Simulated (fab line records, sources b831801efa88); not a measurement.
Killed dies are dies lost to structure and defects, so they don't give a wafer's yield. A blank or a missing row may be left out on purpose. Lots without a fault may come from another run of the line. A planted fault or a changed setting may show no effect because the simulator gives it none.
A struck lot beside a sound one | flow sfq_line | 16 steps out of a route of 325
Sound: wafers L285.1, L285.2, L285.5. Struck: wafers L294.1, L294.3, L294.5. The cause comes at the end.
At each step with rows: each side's tool, then ch and its chambers, then its first start. Under that, the readings that differ: sound wafers | struck wafers | difference of the means | sigmas: that difference in standard deviations of wafers without a fault.
alike: readings whose means differ by less than 2 such deviations, and words and numbers that are the same on both sides. not compared: withheld readings, readings that some wafer has no value for, bounds like >300 that may hide the same value, and numbers for which the record gives no deviation and whose values overlap.
The two part at a step that has a row with sigmas, a row that says differs or no value, or rows on one side only. Numbers that don't overlap but have no deviation are shown without sigmas and don't part them. A reading that every wafer of one side lacks parts them only if that side has two wafers or more.

first, 3 steps without rows for these wafers: SFQ_TRILAYER_M5_LITHO_EXPOSE_124 (exposes mask M5, target cd 700 nm); SFQ_TRILAYER_M5_LITHO_PEB_126 (peb time 60 s); SFQ_TRILAYER_M5_LITHO_DEVELOP_125 (time 60 s).
SFQ_M5_OVL_MEAS_932:
  sound on overlay-01, day 59 06:52; struck on overlay-02, day 60 17:48
  alike: M5_OVL
SFQ_TRILAYER_M5_BARC_OPEN_METAL_ETCH_161: etches BARC in O2, target depth 125 nm, time 41.7 s.
  sound on rie_metal-02 ch 0,1, day 59 06:55; struck on rie_metal-02 ch 0, day 60 17:50
  alike: drypump_motor_current_A, he_backside_leak_sccm, oes_product_au
  not compared: rf_hours_counter_h
then, 1 step without rows for these wafers: SFQ_TRILAYER_M5_ETCH_METAL_ETCH_126 (etches Nb in Cl2/BCl3, stops on SiO2, time 203.2 s, target depth 265 nm).
SFQ_TRILAYER_M5_STRIP_STRIP_127: strips in O2.
  sound on rie_metal-02 ch 0,1, day 59 07:10; struck on rie_metal-02 ch 0, day 60 18:05
  alike: drypump_motor_current_A, he_backside_leak_sccm, oes_product_au
  not compared: rf_hours_counter_h
then, 1 step without rows for these wafers: SFQ_TRILAYER_M5_STRIP_SOLV_CLEAN_128 (cleans in NMP, time 600 s).
SFQ_TRILAYER_A5B_DEP_PECVD_129: deposits SiO2 from SiH4/N2O, time 133.33 s, target thk 600 nm.
  sound on pecvd-03 ch 0,1, day 59 07:56; struck on pecvd-03 ch 0,1, day 60 18:52
  alike: heater_power_w, throttle_valve_pct
SFQ_TRILAYER_A5B_CMP_CMP_130: polishes, stops on Nb, target thk 340.7 nm.
  sound on cmp-01 ch 0,3, day 59 08:08; struck on cmp-01 ch 0,2,3, day 60 22:36
  alike: motor_current_A
then, 1 step without rows for these wafers: SFQ_TRILAYER_A5B_METRO_MEASURE_131.
SFQ_TRILAYER_R5_DEP_SPUTTER_132: material Ti, target thk 5 nm, time 5 s.
  sound on pvd_sputter-06, day 59 12:20; struck on pvd_sputter-06, day 61 02:48
  alike: throttle_valve_pct
SFQ_TRILAYER_R5_DEP_SPUTTER_133: material MoNx, target thk 40 nm, time 66.7 s.
  sound on pvd_sputter-06, day 59 12:22; struck on pvd_sputter-06, day 61 02:49
  reading                                               | sound             | struck            | difference | sigmas
  model.MoNx_of_TRILAYER_R5_DEP_SPUTTER_133.thk_nm (nm) | 39.61 40.29 39.29 | 68.85 68.51 68.93 | +29.03     |
  alike: throttle_valve_pct
then, 1 step without rows for these wafers: SFQ_TRILAYER_R5_DEP_SPUTTER_134 (material Ti, target thk 5 nm, time 5 s).
SFQ_R5_RS_MEAS_933: measures by four-point-probe.
  sound on film_metro-01, day 59 12:26; struck on film_metro-02, day 61 03:11
  reading             | sound          | struck         | difference | sigmas
  R5_MONX_RS (ohm/sq) | 7.13 6.99 7.15 | 4.20 4.21 4.20 | -2.89      | -37
  not compared: hold
SFQ_R5_THK_MEAS_934: measures by xrf.
  sound on film_metro-01, day 59 12:33; struck on film_metro-02, day 61 04:28
  reading          | sound          | struck         | difference | sigmas
  R5_MONX_THK (nm) | 39.1 39.3 38.6 | 68.3 68.0 68.5 | +29.3      | +62
  not compared: hold

WHERE THEY PART
First at SFQ_R5_RS_MEAS_933; last, within this record, at SFQ_R5_THK_MEAS_934.

WHY: what the simulator had put in
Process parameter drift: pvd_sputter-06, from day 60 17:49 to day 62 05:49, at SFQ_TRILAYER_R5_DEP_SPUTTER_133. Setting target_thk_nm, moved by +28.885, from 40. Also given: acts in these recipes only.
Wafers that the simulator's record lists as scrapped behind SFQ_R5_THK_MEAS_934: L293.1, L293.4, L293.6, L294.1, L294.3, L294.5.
